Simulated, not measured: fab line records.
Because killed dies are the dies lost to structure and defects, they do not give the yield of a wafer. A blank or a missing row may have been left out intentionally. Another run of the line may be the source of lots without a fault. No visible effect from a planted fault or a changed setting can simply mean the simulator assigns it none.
Tool commonality check :: flow sky130 :: Lots sampled 14, wafers sampled 40

## WHY THIS WAS OPENED
At SKY_LDD_N_TW_MEAS_17 the reading LDD_N_TW is flagged on 2 of 14 lots. No-fault wafers: 2610, standard deviation 16.
Rule: a lot is flagged when every wafer of it that has a number lies more than 4 standard deviations from that mean, or none has a number. All remaining lots are regarded as sound.

lot: L119
measured: day 19 03:27
on: filmMetro-01
LDD_N_TW, wafer by wafer: 2596 2588 2587
flag: 

lot: L120
measured: day 19 15:53
on: filmMetro-01
LDD_N_TW, wafer by wafer: 2582 2575 2589
flag: 

lot: L121
measured: day 19 19:58
on: filmMetro-02
LDD_N_TW, wafer by wafer: 2617 2620 2611
flag: 

lot: L122
measured: day 20 04:18
on: filmMetro-02
LDD_N_TW, wafer by wafer: 2617 2616 2633
flag: 

lot: L123
measured: day 20 10:43
on: filmMetro-02
LDD_N_TW, wafer by wafer: 2624 2614
flag: 

lot: L124
measured: day 21 02:43
on: filmMetro-01
LDD_N_TW, wafer by wafer: 2604 2610 2602
flag: 

lot: L126
measured: day 21 15:13
on: filmMetro-02
LDD_N_TW, wafer by wafer: 2593 2600 2602
flag: 

lot: L128
measured: day 22 04:50
on: filmMetro-01
LDD_N_TW, wafer by wafer: 2608 2602 2595
flag: 

lot: L129
measured: day 22 20:21
on: filmMetro-02
LDD_N_TW, wafer by wafer: 2630 2641 2600
flag: 

lot: L130
measured: day 23 11:25
on: filmMetro-02
LDD_N_TW, wafer by wafer: 2620 2610 2610
flag: 

lot: L133
measured: day 24 00:55
on: filmMetro-02
LDD_N_TW, wafer by wafer: 2610 2609 2613
flag: 

lot: L137
measured: day 25 15:28
on: filmMetro-04
LDD_N_TW, wafer by wafer: 2883 2898 2896
flag: FLAGGED

lot: L139
measured: day 26 03:18
on: filmMetro-01
LDD_N_TW, wafer by wafer: 2861 2863 2863
flag: FLAGGED

lot: L140
measured: day 26 05:23
on: filmMetro-04
LDD_N_TW, wafer by wafer: 2613 2617
flag: 
The mean of the flagged lots' numbers is 2877, +267 from the usual (+17 standard deviations).

## EACH LOT AND THE TOOL IT RAN ON
The record holds 4 process steps before the reading, out of a route of 708 steps. Read each cell as the tool, then ch plus the chambers that the sampled wafers visited, then the start.
lot: L119
flag: 
SKY_VT_ADJUST_LVTN_STRIP_09: plasmaAsher-02 ch 0,1, day 7 17:20
SKY_VT_ADJUST_HVTR_STRIP_10: plasmaAsher-04 ch 0,1, day 10 12:03
SKY_LDD_N_IMPLANT_11: implanter-02 ch 0, day 19 02:36
SKY_LDD_N_STRIP_16: plasmaAsher-03 ch 0,1, day 19 03:21

lot: L120
flag: 
SKY_VT_ADJUST_LVTN_STRIP_09: plasmaAsher-02 ch 0,1, day 8 00:09
SKY_VT_ADJUST_HVTR_STRIP_10: plasmaAsher-03 ch 0,1, day 10 20:03
SKY_LDD_N_IMPLANT_11: implanter-02 ch 0, day 19 15:04
SKY_LDD_N_STRIP_16: plasmaAsher-03 ch 0,1, day 19 15:48

lot: L121
flag: 
SKY_VT_ADJUST_LVTN_STRIP_09: plasmaAsher-03 ch 0,1, day 8 03:51
SKY_VT_ADJUST_HVTR_STRIP_10: plasmaAsher-01 ch 0,1, day 11 00:36
SKY_LDD_N_IMPLANT_11: implanter-03 ch 0, day 19 19:09
SKY_LDD_N_STRIP_16: plasmaAsher-03 ch 0,1, day 19 19:53

lot: L122
flag: 
SKY_VT_ADJUST_LVTN_STRIP_09: plasmaAsher-02 ch 0,1, day 8 07:13
SKY_VT_ADJUST_HVTR_STRIP_10: plasmaAsher-01 ch 0, day 11 04:44
SKY_LDD_N_IMPLANT_11: implanter-03 ch 0, day 20 03:27
SKY_LDD_N_STRIP_16: plasmaAsher-04 ch 0,1, day 20 04:12

lot: L123
flag: 
SKY_VT_ADJUST_LVTN_STRIP_09: plasmaAsher-03 ch 1, day 8 13:41
SKY_VT_ADJUST_HVTR_STRIP_10: plasmaAsher-04 ch 1, day 11 11:36
SKY_LDD_N_IMPLANT_11: implanter-04 ch 0, day 20 09:52
SKY_LDD_N_STRIP_16: plasmaAsher-04 ch 0,1, day 20 10:36

lot: L124
flag: 
SKY_VT_ADJUST_LVTN_STRIP_09: plasmaAsher-02 ch 0,1, day 8 22:32
SKY_VT_ADJUST_HVTR_STRIP_10: plasmaAsher-03 ch 0, day 11 21:20
SKY_LDD_N_IMPLANT_11: implanter-03 ch 0, day 21 01:52
SKY_LDD_N_STRIP_16: plasmaAsher-04 ch 0,1, day 21 02:37

lot: L126
flag: 
SKY_VT_ADJUST_LVTN_STRIP_09: plasmaAsher-03 ch 0,1, day 9 06:37
SKY_VT_ADJUST_HVTR_STRIP_10: plasmaAsher-01 ch 0,1, day 12 08:42
SKY_LDD_N_IMPLANT_11: implanter-04 ch 0, day 21 14:22
SKY_LDD_N_STRIP_16: plasmaAsher-03 ch 0,1, day 21 15:07

lot: L128
flag: 
SKY_VT_ADJUST_LVTN_STRIP_09: plasmaAsher-03 ch 0,1, day 9 23:03
SKY_VT_ADJUST_HVTR_STRIP_10: plasmaAsher-04 ch 0,1, day 13 01:37
SKY_LDD_N_IMPLANT_11: implanter-03 ch 0, day 22 03:59
SKY_LDD_N_STRIP_16: plasmaAsher-02 ch 0,1, day 22 04:43

lot: L129
flag: 
SKY_VT_ADJUST_LVTN_STRIP_09: plasmaAsher-04 ch 0,1, day 10 10:25
SKY_VT_ADJUST_HVTR_STRIP_10: plasmaAsher-03 ch 0,1, day 13 16:05
SKY_LDD_N_IMPLANT_11: implanter-03 ch 0, day 22 19:32
SKY_LDD_N_STRIP_16: plasmaAsher-04 ch 0,1, day 22 20:15

lot: L130
flag: 
SKY_VT_ADJUST_LVTN_STRIP_09: plasmaAsher-02 ch 0,1, day 10 19:31
SKY_VT_ADJUST_HVTR_STRIP_10: plasmaAsher-04 ch 0,1, day 14 01:33
SKY_LDD_N_IMPLANT_11: implanter-02 ch 0, day 23 10:34
SKY_LDD_N_STRIP_16: plasmaAsher-04 ch 0,1, day 23 11:19

lot: L133
flag: 
SKY_VT_ADJUST_LVTN_STRIP_09: plasmaAsher-02 ch 0,1, day 11 08:57
SKY_VT_ADJUST_HVTR_STRIP_10: plasmaAsher-03 ch 0,1, day 14 16:23
SKY_LDD_N_IMPLANT_11: implanter-03 ch 0, day 24 00:04
SKY_LDD_N_STRIP_16: plasmaAsher-03 ch 1, day 24 00:49

lot: L137
flag: FLAGGED
SKY_VT_ADJUST_LVTN_STRIP_09: plasmaAsher-03 ch 0,1, day 12 17:49
SKY_VT_ADJUST_HVTR_STRIP_10: plasmaAsher-01 ch 0,1, day 16 03:25
SKY_LDD_N_IMPLANT_11: implanter-03 ch 0, day 25 14:37
SKY_LDD_N_STRIP_16: plasmaAsher-03 ch 0,1, day 25 15:21

lot: L139
flag: FLAGGED
SKY_VT_ADJUST_LVTN_STRIP_09: plasmaAsher-03 ch 0,1, day 13 05:42
SKY_VT_ADJUST_HVTR_STRIP_10: plasmaAsher-04 ch 0,1, day 16 16:10
SKY_LDD_N_IMPLANT_11: implanter-03 ch 0, day 26 02:27
SKY_LDD_N_STRIP_16: plasmaAsher-03 ch 0,1, day 26 03:12

lot: L140
flag: 
SKY_VT_ADJUST_LVTN_STRIP_09: plasmaAsher-02 ch 0, day 13 11:03
SKY_VT_ADJUST_HVTR_STRIP_10: plasmaAsher-04 ch 1, day 16 20:03
SKY_LDD_N_IMPLANT_11: implanter-02 ch 0, day 26 04:34
SKY_LDD_N_STRIP_16: plasmaAsher-03 ch 1, day 26 05:18
What these steps do:
- SKY_VT_ADJUST_LVTN_STRIP_09: strips in O2/N2.
- SKY_VT_ADJUST_HVTR_STRIP_10: strips in O2/N2.
- SKY_LDD_N_IMPLANT_11
- SKY_LDD_N_STRIP_16: strips in O2/N2.
- SKY_LDD_N_TW_MEAS_17

## FLAGGED AGAINST TOTAL, ONE TOOL AT A TIME (gauges that did the reading follow at the end)
step: SKY_VT_ADJUST_LVTN_STRIP_09
tool: plasmaAsher-02
lots run: 7
flagged: 0
share of the flagged lots: none
sound lots run after its first flagged lot: -

step: SKY_VT_ADJUST_LVTN_STRIP_09
tool: plasmaAsher-03
lots run: 6
flagged: 2
share of the flagged lots: all
sound lots run after its first flagged lot: 0

step: SKY_VT_ADJUST_LVTN_STRIP_09
tool: plasmaAsher-04
lots run: 1
flagged: 0
share of the flagged lots: none
sound lots run after its first flagged lot: -

step: SKY_VT_ADJUST_HVTR_STRIP_10
tool: plasmaAsher-01
lots run: 4
flagged: 1
share of the flagged lots: some
sound lots run after its first flagged lot: 0

step: SKY_VT_ADJUST_HVTR_STRIP_10
tool: plasmaAsher-03
lots run: 4
flagged: 0
share of the flagged lots: none
sound lots run after its first flagged lot: -

step: SKY_VT_ADJUST_HVTR_STRIP_10
tool: plasmaAsher-04
lots run: 6
flagged: 1
share of the flagged lots: some
sound lots run after its first flagged lot: 1 (L140)

step: SKY_LDD_N_IMPLANT_11
tool: implanter-02
lots run: 4
flagged: 0
share of the flagged lots: none
sound lots run after its first flagged lot: -

step: SKY_LDD_N_IMPLANT_11
tool: implanter-03
lots run: 8
flagged: 2
share of the flagged lots: all
sound lots run after its first flagged lot: 0

step: SKY_LDD_N_IMPLANT_11
tool: implanter-04
lots run: 2
flagged: 0
share of the flagged lots: none
sound lots run after its first flagged lot: -

step: SKY_LDD_N_STRIP_16
tool: plasmaAsher-02
lots run: 1
flagged: 0
share of the flagged lots: none
sound lots run after its first flagged lot: -

step: SKY_LDD_N_STRIP_16
tool: plasmaAsher-03
lots run: 8
flagged: 2
share of the flagged lots: all
sound lots run after its first flagged lot: 1 (L140)

step: SKY_LDD_N_STRIP_16
tool: plasmaAsher-04
lots run: 5
flagged: 0
share of the flagged lots: none
sound lots run after its first flagged lot: -

step: SKY_LDD_N_TW_MEAS_17
tool: filmMetro-01
lots run: 5
flagged: 1
share of the flagged lots: some
sound lots run after its first flagged lot: 0

step: SKY_LDD_N_TW_MEAS_17
tool: filmMetro-02
lots run: 7
flagged: 0
share of the flagged lots: none
sound lots run after its first flagged lot: -

step: SKY_LDD_N_TW_MEAS_17
tool: filmMetro-04
lots run: 2
flagged: 1
share of the flagged lots: some
sound lots run after its first flagged lot: 1 (L140)

## WHAT THE TABLE ALLOWS
plasmaAsher-03 at SKY_VT_ADJUST_LVTN_STRIP_09, implanter-03 at SKY_LDD_N_IMPLANT_11 and plasmaAsher-03 at SKY_LDD_N_STRIP_16: these 3 rows of the table ran every flagged lot.
- plasmaAsher-03 at SKY_VT_ADJUST_LVTN_STRIP_09 ran 6 lots, 2 of them flagged. A fault beginning between L128 (day 9 23:03), its last sound lot, and L137 (day 12 17:49), its first flagged one, fits the data.
- implanter-03 at SKY_LDD_N_IMPLANT_11 ran 8 lots, 2 of them flagged. A fault beginning between L133 (day 24 00:04), its last sound lot, and L137 (day 25 14:37), its first flagged one, fits the data. Its own readings (beamOnS, doseIonsCm2, faradayCurrentUA) fall more than 4 standard deviations out on all wafers of the flagged lots.
- plasmaAsher-03 at SKY_LDD_N_STRIP_16 ran 8 lots, 2 of them flagged. Sound lots ran on it after the first flagged one (L140), which a lasting fault on the whole tool wouldn't allow. Its own readings (stripTimeToEndpointS) fall more than 4 standard deviations out on all wafers of the flagged lots.
These 2 tools cannot be told apart by counting lots, since each of them fits a fault that started at some hour. More lots, or a look at what each step does to the wafer, might.

## WHAT THE SIMULATOR HAD PUT IN
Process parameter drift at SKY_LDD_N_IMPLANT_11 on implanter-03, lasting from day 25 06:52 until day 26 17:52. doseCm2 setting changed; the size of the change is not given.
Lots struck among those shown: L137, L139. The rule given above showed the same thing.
